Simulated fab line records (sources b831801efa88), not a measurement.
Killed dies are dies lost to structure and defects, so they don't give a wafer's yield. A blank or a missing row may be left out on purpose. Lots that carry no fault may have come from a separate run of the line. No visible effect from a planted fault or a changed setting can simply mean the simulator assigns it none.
A struck lot beside a sound one ; flow gf180mcu ; 14 out of 602 route steps
Sound: these wafers, L572.1, L572.2, L572.4. Struck: wafers L588.2, L588.3, L588.6. At the end, the cause is stated.
At each step with rows: each side's tool, then ch and its chambers, then its first start. Under that, the readings that differ: sound wafers ; struck wafers ; difference of the means ; sigmas: that difference in standard deviations of wafers without a fault.
alike: readings with means less than 2 such deviations apart, plus words and numbers identical on both sides. not compared: withheld readings, readings lacking a value on some wafer, bounds such as >300 that could conceal the same value, and numbers that have no deviation in the record and whose values overlap.
Wherever a step has rows on one side only, a row that says differs or no value, or a row with sigmas, the two part there. Numbers that don't overlap but have no deviation are shown without sigmas and don't part them. Lack of a reading on every wafer of one side parts them only where that side has two or more wafers.

first, 3 steps without rows for these wafers: GF_CONTACT_CLEAN_19 (cleans in SPM); GF_CONTACT_CLEAN_20 (cleans in DIW); GF_CONTACT_CLEAN_21 (cleans in dHF, time 20 s).
GF_CONTACT_SPUTTER_22: material Ti, target thk 15 nm, time 80.02 s.
  sound: pvdSputter-02 at day 16 01:55; struck: pvdSputter-04 at day 21 22:33
reading;sound;struck;difference;sigmas
cathodeDcPowerW (W);2499.9 2500.7 2500.7;2499.2 2499.8 2499.6;-0.9;-2
  alike: throttleValvePct
then, 1 step without rows for these wafers: GF_CONTACT_SPUTTER_23 (material TiN, target thk 10 nm, time 40 s).
GF_CONTACT_CVD_24: deposits W, target thk 300 nm, time 90.339 s.
  sound on cvdW-02 ch 0,1, day 16 02:01; struck on cvdW-01 ch 1, day 21 22:39
  alike: heaterPowerW
GF_CONTACT_RS_MEAS_25: measures by four-point-probe.
  sound: filmMetro-02 at day 16 02:07; struck: filmMetro-02 at day 21 22:46
  alike: CONTACT_W_RS
GF_CONTACT_THK_MEAS_26: measures by xrf.
  sound: filmMetro-02 at day 16 02:14; struck: filmMetro-02 at day 21 22:53
  alike: CONTACT_W_THK
GF_CONTACT_CMP_27: polishes, stops on SiO2, t overpolish 15 s, target thk 0 nm.
  sound on cmp-02 ch 0,1,3, day 16 02:21; struck on cmp-01 ch 0,1,2, day 21 22:56
  alike: motorCurrentA, overpolishRunS, slurryFilterDpKPa, timeToEndpointS
then, 1 step without rows for these wafers: GF_M1_SPUTTER_00 (material Ti, target thk 37.5 nm, time 150 s).
GF_M1_SPUTTER_01: material TiN, target thk 30 nm, time 25 s.
  sound: pvdSputter-04 at day 16 02:42; struck: pvdSputter-02 at day 21 23:20
  alike: cathodeDcPowerW, throttleValvePct
then, 1 step without rows for these wafers: GF_M1_SPUTTER_02 (material AlCu, target thk 450 nm, time 23.9 s).
GF_M1_SPUTTER_03: material Ti, target thk 10 nm, time 6.7 s.
  sound: pvdSputter-04 at day 16 02:46; struck: pvdSputter-02 at day 21 23:23
reading;sound;struck;difference;sigmas
cathodeDcPowerW (W);2999.6 3000.3 3000.5;3113.5 3112.9 3113.6;+113.2;+99 or more
model.Ti_of_M1_SPUTTER_03.thkNm (nm);10.01 10.14 10.17;10.32 10.44 10.36;+0.27;
  alike: throttleValvePct
GF_M1_SPUTTER_04: material TiN, target thk 50 nm, time 41.7 s.
  sound: pvdSputter-04 at day 16 02:47; struck: pvdSputter-02 at day 21 23:25
  alike: cathodeDcPowerW, throttleValvePct

## WHERE THEY PART
First at GF_CONTACT_SPUTTER_22; last, within this record, at GF_M1_SPUTTER_03. Later steps at which nothing parts them and some readings are alike: GF_M1_SPUTTER_04.

WHY: whatever the simulator had introduced
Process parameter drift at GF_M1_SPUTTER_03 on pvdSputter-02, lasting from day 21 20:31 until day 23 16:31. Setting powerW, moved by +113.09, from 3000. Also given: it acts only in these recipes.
